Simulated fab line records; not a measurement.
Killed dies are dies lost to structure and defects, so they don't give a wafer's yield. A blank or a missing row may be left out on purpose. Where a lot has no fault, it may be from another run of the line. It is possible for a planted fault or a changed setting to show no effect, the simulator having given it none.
2 desks looking at one fault || flow sky130 || numbers are kept per desk, each desk with only its own; the story behind them comes last

FOR THE TOOL OWNER'S DESK: pvd-sputter-03
The tool's own readings at SKY_METAL3_SPUTTER_03 (material Ti, target thk 5 nm, time 3.3 s): means of the sampled wafers that have a number, for each lot that ran on this tool. The brackets show how far a lot's mean lies from the usual mean; more than 4 standard deviations puts the lot out of limits, marked OUT.
Columns: A = cathode-dc-power-W at SKY_METAL3_SPUTTER_03, usual 3000.0 W; B = chamber-pressure-pa at SKY_METAL3_SPUTTER_03, usual 0.4000 Pa; C = throttle-valve-pct at SKY_METAL3_SPUTTER_03, usual 29.7 %
{"lot": "L932", "first seen here": "day 36 23:53", "A": 3000.1, "B": 0.4002, "C": 28.3}
This desk's finding: nothing out of limits on the one lot.

FROM THE METROLOGY DESK
What the gauges read for every lot (on any tool): the sampled wafers with a number, averaged. The brackets show how far a lot's mean lies from the usual mean; more than 4 standard deviations puts the lot out of limits, marked OUT.
Columns: A = VIA2_W_RS at SKY_VIA2_RS_MEAS_22, usual 0.274 ohm/sq; B = VIA2_W_THK at SKY_VIA2_THK_MEAS_23, usual 408 nm
{"lot": "L932", "first seen here": "day 36 23:21", "A": 0.277, "B": 406}
{"lot": "L940", "first seen here": "day 39 05:53", "A": 0.273, "B": 413}
{"lot": "L944", "first seen here": "day 40 01:40", "A": 0.274, "B": 408}
{"lot": "L943", "first seen here": "day 40 03:29", "A": 0.274, "B": 403}
{"lot": "L948", "first seen here": "day 41 18:20", "A": 0.280, "B": 404}
{"lot": "L950", "first seen here": "day 42 02:36", "A": 0.281, "B": 400}
Result from this desk: across the 6 lots, nothing is out of limits.

BROUGHT TOGETHER
The desk of the tool owner found nothing out of limits.
The metrology desk saw nothing out of limits.

WHAT THE SIMULATOR PUT IN
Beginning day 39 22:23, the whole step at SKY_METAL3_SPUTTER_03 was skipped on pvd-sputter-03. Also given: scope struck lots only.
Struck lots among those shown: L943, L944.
